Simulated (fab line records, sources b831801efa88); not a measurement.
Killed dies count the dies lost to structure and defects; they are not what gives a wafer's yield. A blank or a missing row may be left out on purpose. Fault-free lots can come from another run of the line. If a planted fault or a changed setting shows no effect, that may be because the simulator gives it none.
The tool behind it: which one? || flow gf180mcu || Sampling: 12 lots, 36 wafers, 4 of 602 route steps

WHAT EACH GAUGE READ, for each wafer
GF_STI_THK_MEAS_30.
{"lot": "L895", "measured": "day 2 11:43", "on": "filmMetro-03", "STI_OXIDATION_02_THK (nm)": "9.94 9.81 10.07"}
{"lot": "L896", "measured": "day 2 16:32", "on": "filmMetro-02", "STI_OXIDATION_02_THK (nm)": "10.01 10.10 9.99"}
{"lot": "L897", "measured": "day 2 21:13", "on": "filmMetro-02", "STI_OXIDATION_02_THK (nm)": "9.95 9.87 10.08"}
{"lot": "L898", "measured": "day 3 02:31", "on": "filmMetro-03", "STI_OXIDATION_02_THK (nm)": "9.97 10.28 10.05"}
{"lot": "L909", "measured": "day 5 13:20", "on": "filmMetro-03", "STI_OXIDATION_02_THK (nm)": "9.61 9.90 9.73"}
{"lot": "L910", "measured": "day 5 16:57", "on": "filmMetro-02", "STI_OXIDATION_02_THK (nm)": "9.92 10.07 10.01"}
{"lot": "L911", "measured": "day 6 00:09", "on": "filmMetro-04", "STI_OXIDATION_02_THK (nm)": "9.72 9.95 9.80"}
{"lot": "L912", "measured": "day 6 03:59", "on": "filmMetro-02", "STI_OXIDATION_02_THK (nm)": "10.18 10.10 10.12"}
{"lot": "L914", "measured": "day 6 13:39", "on": "filmMetro-02", "STI_OXIDATION_02_THK (nm)": "9.86 9.85 9.64"}
{"lot": "L915", "measured": "day 6 17:59", "on": "filmMetro-04", "STI_OXIDATION_02_THK (nm)": "9.62 9.78 9.77"}
{"lot": "L916", "measured": "day 6 23:19", "on": "filmMetro-04", "STI_OXIDATION_02_THK (nm)": "9.92 10.02 9.79"}
{"lot": "L917", "measured": "day 7 07:02", "on": "filmMetro-03", "STI_OXIDATION_02_THK (nm)": "10.09 9.89 10.08"}

GF_VT_IMPLANT_TW_MEAS_21.
{"lot": "L895", "measured": "day 6 13:47", "on": "filmMetro-04", "VT_IMPLANT_2_TW": "1208 1211 1214"}
{"lot": "L896", "measured": "day 6 18:34", "on": "filmMetro-04", "VT_IMPLANT_2_TW": "1205 1209 1212"}
{"lot": "L897", "measured": "day 7 00:15", "on": "filmMetro-01", "VT_IMPLANT_2_TW": "30 30 30"}
{"lot": "L898", "measured": "day 7 05:51", "on": "filmMetro-01", "VT_IMPLANT_2_TW": "30 30 30"}
{"lot": "L909", "measured": "day 10 06:51", "on": "filmMetro-03", "VT_IMPLANT_2_TW": "1192 1194 1190"}
{"lot": "L910", "measured": "day 10 10:17", "on": "filmMetro-04", "VT_IMPLANT_2_TW": "1216 1216 1221"}
{"lot": "L911", "measured": "day 10 21:18", "on": "filmMetro-03", "VT_IMPLANT_2_TW": "1196 1196 1190"}
{"lot": "L912", "measured": "day 11 01:25", "on": "filmMetro-01", "VT_IMPLANT_2_TW": "1203 1217 1213"}
{"lot": "L914", "measured": "day 11 13:37", "on": "filmMetro-03", "VT_IMPLANT_2_TW": "1196 1201 1200"}
{"lot": "L915", "measured": "day 11 20:29", "on": "filmMetro-03", "VT_IMPLANT_2_TW": "1202 1204 1204"}
{"lot": "L916", "measured": "day 12 00:49", "on": "filmMetro-01", "VT_IMPLANT_2_TW": "1217 1216 1219"}
{"lot": "L917", "measured": "day 12 11:51", "on": "filmMetro-04", "VT_IMPLANT_2_TW": "1228 1231 1220"}

EACH LOT AND THE TOOL THAT RAN IT (in order: tool; ch and the chambers of the sampled wafers; start)
{"lot": "L895", "GF_VT_IMPLANT_STRIP_09": "plasmaAsher-04 ch 0,1, day 5 23:00", "GF_VT_IMPLANT_STRIP_20": "plasmaAsher-03 ch 0,1, day 6 13:41"}
{"lot": "L896", "GF_VT_IMPLANT_STRIP_09": "plasmaAsher-03 ch 0,1, day 6 03:00", "GF_VT_IMPLANT_STRIP_20": "plasmaAsher-03 ch 0,1, day 6 18:28"}
{"lot": "L897", "GF_VT_IMPLANT_STRIP_09": "plasmaAsher-04 ch 0,1, day 6 08:50", "GF_VT_IMPLANT_STRIP_20": "plasmaAsher-01 ch 0,1, day 7 00:09"}
{"lot": "L898", "GF_VT_IMPLANT_STRIP_09": "plasmaAsher-03 ch 0,1, day 6 14:16", "GF_VT_IMPLANT_STRIP_20": "plasmaAsher-03 ch 0,1, day 7 05:45"}
{"lot": "L909", "GF_VT_IMPLANT_STRIP_09": "plasmaAsher-01 ch 0,1, day 9 13:15", "GF_VT_IMPLANT_STRIP_20": "plasmaAsher-03 ch 0, day 10 06:45"}
{"lot": "L910", "GF_VT_IMPLANT_STRIP_09": "plasmaAsher-04 ch 0,1, day 9 16:48", "GF_VT_IMPLANT_STRIP_20": "plasmaAsher-04 ch 0,1, day 10 10:11"}
{"lot": "L911", "GF_VT_IMPLANT_STRIP_09": "plasmaAsher-04 ch 0, day 10 02:56", "GF_VT_IMPLANT_STRIP_20": "plasmaAsher-03 ch 0,1, day 10 21:11"}
{"lot": "L912", "GF_VT_IMPLANT_STRIP_09": "plasmaAsher-04 ch 0,1, day 10 06:49", "GF_VT_IMPLANT_STRIP_20": "plasmaAsher-04 ch 0,1, day 11 01:20"}
{"lot": "L914", "GF_VT_IMPLANT_STRIP_09": "plasmaAsher-01 ch 1, day 10 18:12", "GF_VT_IMPLANT_STRIP_20": "plasmaAsher-04 ch 0,1, day 11 13:30"}
{"lot": "L915", "GF_VT_IMPLANT_STRIP_09": "plasmaAsher-01 ch 0, day 11 01:11", "GF_VT_IMPLANT_STRIP_20": "plasmaAsher-01 ch 0,1, day 11 20:23"}
{"lot": "L916", "GF_VT_IMPLANT_STRIP_09": "plasmaAsher-03 ch 0,1, day 11 05:24", "GF_VT_IMPLANT_STRIP_20": "plasmaAsher-03 ch 0,1, day 12 00:42"}
{"lot": "L917", "GF_VT_IMPLANT_STRIP_09": "plasmaAsher-04 ch 1, day 11 16:21", "GF_VT_IMPLANT_STRIP_20": "plasmaAsher-03 ch 0,1, day 12 11:45"}
- GF_VT_IMPLANT_STRIP_09: strips in O2/N2.
- GF_VT_IMPLANT_STRIP_20: strips in O2/N2.

AS READ BY THE TOOLS THEMSELVES (means over the sampled wafers that have a number; for cases with no such wafer, the mark the record gives instead)
GF_VT_IMPLANT_STRIP_09.
{"lot": "L895", "tool": "plasmaAsher-04", "chamberPressureMTorr (mTorr)": 1498.7, "drypumpMotorCurrentA (A)": 6.0, "heaterPowerW (W)": 322, "oesProductAu (a.u.)": 0.721, "stripTimeToEndpointS (s)": 12.68}
{"lot": "L896", "tool": "plasmaAsher-03", "chamberPressureMTorr (mTorr)": 1500.1, "drypumpMotorCurrentA (A)": 5.6, "heaterPowerW (W)": 361, "oesProductAu (a.u.)": 0.712, "stripTimeToEndpointS (s)": 12.63}
{"lot": "L897", "tool": "plasmaAsher-04", "chamberPressureMTorr (mTorr)": "-", "drypumpMotorCurrentA (A)": "-", "heaterPowerW (W)": "-", "oesProductAu (a.u.)": "-", "stripTimeToEndpointS (s)": "-"}
{"lot": "L898", "tool": "plasmaAsher-03", "chamberPressureMTorr (mTorr)": "-", "drypumpMotorCurrentA (A)": "-", "heaterPowerW (W)": "-", "oesProductAu (a.u.)": "-", "stripTimeToEndpointS (s)": "-"}
{"lot": "L909", "tool": "plasmaAsher-01", "chamberPressureMTorr (mTorr)": 1500.2, "drypumpMotorCurrentA (A)": 5.7, "heaterPowerW (W)": 327, "oesProductAu (a.u.)": 0.716, "stripTimeToEndpointS (s)": 12.64}
{"lot": "L910", "tool": "plasmaAsher-04", "chamberPressureMTorr (mTorr)": 1498.4, "drypumpMotorCurrentA (A)": 6.0, "heaterPowerW (W)": 319, "oesProductAu (a.u.)": 0.712, "stripTimeToEndpointS (s)": 12.60}
{"lot": "L911", "tool": "plasmaAsher-04", "chamberPressureMTorr (mTorr)": 1499.6, "drypumpMotorCurrentA (A)": 5.1, "heaterPowerW (W)": 327, "oesProductAu (a.u.)": 0.716, "stripTimeToEndpointS (s)": 12.60}
{"lot": "L912", "tool": "plasmaAsher-04", "chamberPressureMTorr (mTorr)": 1500.5, "drypumpMotorCurrentA (A)": 5.5, "heaterPowerW (W)": 325, "oesProductAu (a.u.)": 0.713, "stripTimeToEndpointS (s)": 12.64}
{"lot": "L914", "tool": "plasmaAsher-01", "chamberPressureMTorr (mTorr)": 1500.9, "drypumpMotorCurrentA (A)": 5.8, "heaterPowerW (W)": 312, "oesProductAu (a.u.)": 0.712, "stripTimeToEndpointS (s)": 12.68}
{"lot": "L915", "tool": "plasmaAsher-01", "chamberPressureMTorr (mTorr)": 1498.3, "drypumpMotorCurrentA (A)": 5.5, "heaterPowerW (W)": 375, "oesProductAu (a.u.)": 0.718, "stripTimeToEndpointS (s)": 12.63}
{"lot": "L916", "tool": "plasmaAsher-03", "chamberPressureMTorr (mTorr)": 1500.6, "drypumpMotorCurrentA (A)": 6.0, "heaterPowerW (W)": 384, "oesProductAu (a.u.)": 0.720, "stripTimeToEndpointS (s)": 12.64}
{"lot": "L917", "tool": "plasmaAsher-04", "chamberPressureMTorr (mTorr)": 1499.1, "drypumpMotorCurrentA (A)": 6.4, "heaterPowerW (W)": 318, "oesProductAu (a.u.)": 0.714, "stripTimeToEndpointS (s)": 12.62}

GF_VT_IMPLANT_STRIP_20.
{"lot": "L895", "tool": "plasmaAsher-03", "chamberPressureMTorr (mTorr)": 1499.9, "drypumpMotorCurrentA (A)": 5.6, "heaterPowerW (W)": 359, "oesProductAu (a.u.)": 0.720, "stripTimeToEndpointS (s)": 12.59}
{"lot": "L896", "tool": "plasmaAsher-03", "chamberPressureMTorr (mTorr)": 1499.0, "drypumpMotorCurrentA (A)": 6.0, "heaterPowerW (W)": 387, "oesProductAu (a.u.)": 0.721, "stripTimeToEndpointS (s)": 12.63}
{"lot": "L897", "tool": "plasmaAsher-01", "chamberPressureMTorr (mTorr)": 1499.2, "drypumpMotorCurrentA (A)": 5.6, "heaterPowerW (W)": 330, "oesProductAu (a.u.)": 0.717, "stripTimeToEndpointS (s)": 27.62}
{"lot": "L898", "tool": "plasmaAsher-03", "chamberPressureMTorr (mTorr)": 1500.2, "drypumpMotorCurrentA (A)": 6.0, "heaterPowerW (W)": 386, "oesProductAu (a.u.)": 0.719, "stripTimeToEndpointS (s)": 27.54}
{"lot": "L909", "tool": "plasmaAsher-03", "chamberPressureMTorr (mTorr)": 1500.2, "drypumpMotorCurrentA (A)": 5.3, "heaterPowerW (W)": 335, "oesProductAu (a.u.)": 0.717, "stripTimeToEndpointS (s)": 12.62}
{"lot": "L910", "tool": "plasmaAsher-04", "chamberPressureMTorr (mTorr)": 1500.8, "drypumpMotorCurrentA (A)": 5.5, "heaterPowerW (W)": 325, "oesProductAu (a.u.)": 0.717, "stripTimeToEndpointS (s)": 12.62}
{"lot": "L911", "tool": "plasmaAsher-03", "chamberPressureMTorr (mTorr)": 1500.4, "drypumpMotorCurrentA (A)": 5.6, "heaterPowerW (W)": 362, "oesProductAu (a.u.)": 0.720, "stripTimeToEndpointS (s)": 12.64}
{"lot": "L912", "tool": "plasmaAsher-04", "chamberPressureMTorr (mTorr)": 1499.4, "drypumpMotorCurrentA (A)": 5.5, "heaterPowerW (W)": 323, "oesProductAu (a.u.)": 0.713, "stripTimeToEndpointS (s)": 12.65}
{"lot": "L914", "tool": "plasmaAsher-04", "chamberPressureMTorr (mTorr)": 1498.7, "drypumpMotorCurrentA (A)": 6.0, "heaterPowerW (W)": 322, "oesProductAu (a.u.)": 0.716, "stripTimeToEndpointS (s)": 12.61}
{"lot": "L915", "tool": "plasmaAsher-01", "chamberPressureMTorr (mTorr)": 1500.5, "drypumpMotorCurrentA (A)": 5.6, "heaterPowerW (W)": 328, "oesProductAu (a.u.)": 0.717, "stripTimeToEndpointS (s)": 12.55}
{"lot": "L916", "tool": "plasmaAsher-03", "chamberPressureMTorr (mTorr)": 1500.1, "drypumpMotorCurrentA (A)": 6.0, "heaterPowerW (W)": 387, "oesProductAu (a.u.)": 0.714, "stripTimeToEndpointS (s)": 12.55}
{"lot": "L917", "tool": "plasmaAsher-03", "chamberPressureMTorr (mTorr)": 1498.7, "drypumpMotorCurrentA (A)": 6.0, "heaterPowerW (W)": 386, "oesProductAu (a.u.)": 0.712, "stripTimeToEndpointS (s)": 12.66}

THE ANSWER, worked out from the rows above alone
Rule: the lots themselves supply what counts as usual. The widest of any qualifying gaps counts: lots, ordered by their means at a reading, are off when they make up no more than a third of the lots, leave a main group of 4 or more, and stand apart from it by 3 or more times the standard deviation of that group's means. If all means in a main group match to the digits the tables above print for the reading, that group is not used. Also off: a lot with no number at a reading for which 4 or more lots have one. Where the step has rows for the other lots, those lots are counted as sound. After the gauges, taken in route order, come the tools' own readings; for these a lot's mean is taken, as printed above. The first step at which some lot is off is used, and at that step the reading that is off furthest; a lot without a number counts as furthest.
Off: L897, L898, seen at GF_VT_IMPLANT_TW_MEAS_21 (VT_IMPLANT_2_TW). The main group has a mean of 1208 with a standard deviation of 10.
A tool fits if, at a process step before that reading, it ran every lot that is off, and no sound lot after the first of them. Not tried: the gauges at GF_VT_IMPLANT_TW_MEAS_21; whatever is off there is also off at GF_VT_IMPLANT_STRIP_09, on other tools, and gauge error can't account for it. None of those tried fits.

WHAT HAD BEEN PUT IN BY THE SIMULATOR
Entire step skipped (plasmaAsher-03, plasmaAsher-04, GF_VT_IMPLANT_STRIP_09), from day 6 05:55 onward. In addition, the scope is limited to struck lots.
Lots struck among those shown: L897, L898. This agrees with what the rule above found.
